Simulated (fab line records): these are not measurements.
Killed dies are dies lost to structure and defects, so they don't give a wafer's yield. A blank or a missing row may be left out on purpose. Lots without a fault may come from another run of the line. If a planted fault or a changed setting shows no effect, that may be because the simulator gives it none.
One fault through the eyes of 2 desks || flow gf180mcu || what lay behind the numbers comes last; until then each desk has only its own

## AT THE TOOL OWNER'S DESK: implanter-02
The tool's own readings at GF_NSD_IMPLANT_10, given as means over the sampled wafers that have a number, one for each lot that went through this tool. Any lot whose mean is over 4 standard deviations away from the usual mean is out of limits and marked OUT; that distance is given in the brackets.
Columns: A = tilt deg at GF_NSD_IMPLANT_10, usual 6.995 degrees
{"lot": "L302", "first seen here": "day 14 03:02", "A": 7.003}
{"lot": "L308", "first seen here": "day 16 00:25", "A": 6.971}
{"lot": "L317", "first seen here": "day 19 09:03", "A": "4.951 (-99 or more) OUT"}
{"lot": "L318", "first seen here": "day 19 12:22", "A": "4.954 (-99 or more) OUT"}
This desk's finding: out of limits on L317, L318; first on L317, day 19 09:03 (tilt deg at GF_NSD_IMPLANT_10). L302, L308: within limits.

## AT THE METROLOGY DESK
What the gauges read, lot by lot, whatever tool the lot ran on: means of the sampled wafers that have a number. Any lot whose mean is over 4 standard deviations away from the usual mean is out of limits and marked OUT; that distance is given in the brackets.
Columns: A = HV_LDD_01_OVL at GF_HV_LDD_OVL_MEAS_20, usual 0.4 nm; B = CONTACT_W_THK at GF_CONTACT_THK_MEAS_26, usual 286 nm
{"lot": "L300", "first seen here": "day 10 15:02", "A": -1.9, "B": 283}
{"lot": "L301", "first seen here": "day 11 01:08", "A": -0.7, "B": 284}
{"lot": "L302", "first seen here": "day 11 11:02", "A": 0.8, "B": 287}
{"lot": "L303", "first seen here": "day 11 14:01", "A": -0.1, "B": 281}
{"lot": "L304", "first seen here": "day 12 00:50", "A": 0.0, "B": 282}
{"lot": "L305", "first seen here": "day 12 07:43", "A": 0.4, "B": 283}
{"lot": "L306", "first seen here": "day 12 18:46", "A": 1.4, "B": 287}
{"lot": "L308", "first seen here": "day 13 05:22", "A": -0.0, "B": 286}
{"lot": "L310", "first seen here": "day 13 19:43", "A": 0.3, "B": 292}
{"lot": "L311", "first seen here": "day 14 04:55", "A": -0.7, "B": 288}
{"lot": "L312", "first seen here": "day 14 15:43", "A": 1.0, "B": 286}
{"lot": "L317", "first seen here": "day 16 05:34", "A": -1.2, "B": 283}
{"lot": "L318", "first seen here": "day 16 10:19", "A": 2.7, "B": 291}
{"lot": "L322", "first seen here": "day 17 16:55", "A": 1.4, "B": 292}
This desk found nothing out of limits on any of the 14 lots.

## ALL TOGETHER
The tool owner's desk could have raised an alarm at day 19 09:03, on L317, L318.
The metrology desk saw nothing out of limits.
The metrology desk holds a record of L317, L318, inside its limits.
GF_NSD_IMPLANT_10 was run on implanter-02 by each of the lots named.

## WHAT THE SIMULATOR PUT IN
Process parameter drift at GF_NSD_IMPLANT_10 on implanter-02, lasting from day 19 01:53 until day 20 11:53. A move of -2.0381 in setting tilt deg, from 7. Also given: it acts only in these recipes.
Lots struck among those shown: L317, L318.
Time in hours from fault onset to the first out-of-limits reading at each desk: the tool owner's desk, 7.
